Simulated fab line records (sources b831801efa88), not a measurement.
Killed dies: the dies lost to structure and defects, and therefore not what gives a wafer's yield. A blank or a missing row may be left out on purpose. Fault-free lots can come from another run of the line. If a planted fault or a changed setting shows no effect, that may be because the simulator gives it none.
Struck lot and sound lot, side by side | flow gf180mcu | 14 out of 602 route steps
Sound: wafers L232.1, L232.3, L232.4. The struck wafers were L243.3, L243.4, L243.6. The cause comes at the end.
At each step with rows: each side's tool, then ch and its chambers, then its first start. Under that, the readings that differ: sound wafers | struck wafers | difference of the means | sigmas: that difference in standard deviations of wafers without a fault.
alike: a reading whose means differ by less than 2 such deviations, as well as words and numbers matching on both sides. not compared: withheld readings; readings where some wafer has no value; bounds like >300 that might hide an equal value; numbers whose values overlap and for which the record gives no deviation.
A row with sigmas, a row that says differs or no value, or rows on one side alone: a step with any of these is where the two part. Numbers that have no deviation but don't overlap get no sigmas and don't part them. A reading that every wafer of one side lacks parts them only if that side has two wafers or more.

first, 2 steps without rows for these wafers: GF_M2_CLEAN_19 (cleans in DIW); GF_V2_CVD_00 (deposits SiO2, target thk 600 nm, time 100 s).
GF_V2_THK_MEAS_01:
  sound on filmMetro-02, day 20 02:55; struck on filmMetro-01, day 24 03:01
  alike: V2_CVD_00_THK
GF_V2_CVD_02: deposits SiO2 from TEOS, target thk 850 nm, time 94.851 s.
  sound on pecvd-03 ch 1,2, day 20 02:58; struck on pecvd-02 ch 0,1,2, day 24 03:04
  alike: heaterPowerW
GF_V2_THK_MEAS_03:
  sound on filmMetro-01, day 20 03:02; struck on filmMetro-04, day 24 03:09
  alike: V2_CVD_02_THK
GF_V2_CMP_04: polishes SiO2.
  sound on cmp-02 ch 1,2,3, day 20 03:09; struck on cmp-01 ch 2,3, day 24 03:14
  alike: motorCurrentA, timeToEndpointS
GF_V2_BOW_MEAS_05:
  sound on filmMetro-04, day 20 03:24; struck on filmMetro-01, day 24 03:32
  alike: V2_BOW
then, 5 steps without rows for these wafers: GF_V2_DEHYDRATE_06 (time 60 s); GF_V2_HMDS_07 (prime time 60 s); GF_V2_COAT_08; GF_V2_COAT_09 (resist thk 1000 nm); GF_V2_SOFTBAKE_10 (time 60 s).
GF_V2_EXPOSE_11: exposes mask Via2, target cd 260 nm.
  sound on krfScanner-01 ch 0, day 20 15:22; struck on krfScanner-02, day 24 14:38
  no value came back on the struck wafers for exposureDoseMJCm2, focusOffsetNm (nm); on the sound wafers exposureDoseMJCm2 reads 37.94 37.93 37.90
  alike: mask
then, 1 step without rows for these wafers: GF_V2_PEB_12 (peb time 90 s).

WHERE THEY PART
At GF_V2_EXPOSE_11 and nowhere else, as far as this record goes.

WHY: what had been put in by the simulator
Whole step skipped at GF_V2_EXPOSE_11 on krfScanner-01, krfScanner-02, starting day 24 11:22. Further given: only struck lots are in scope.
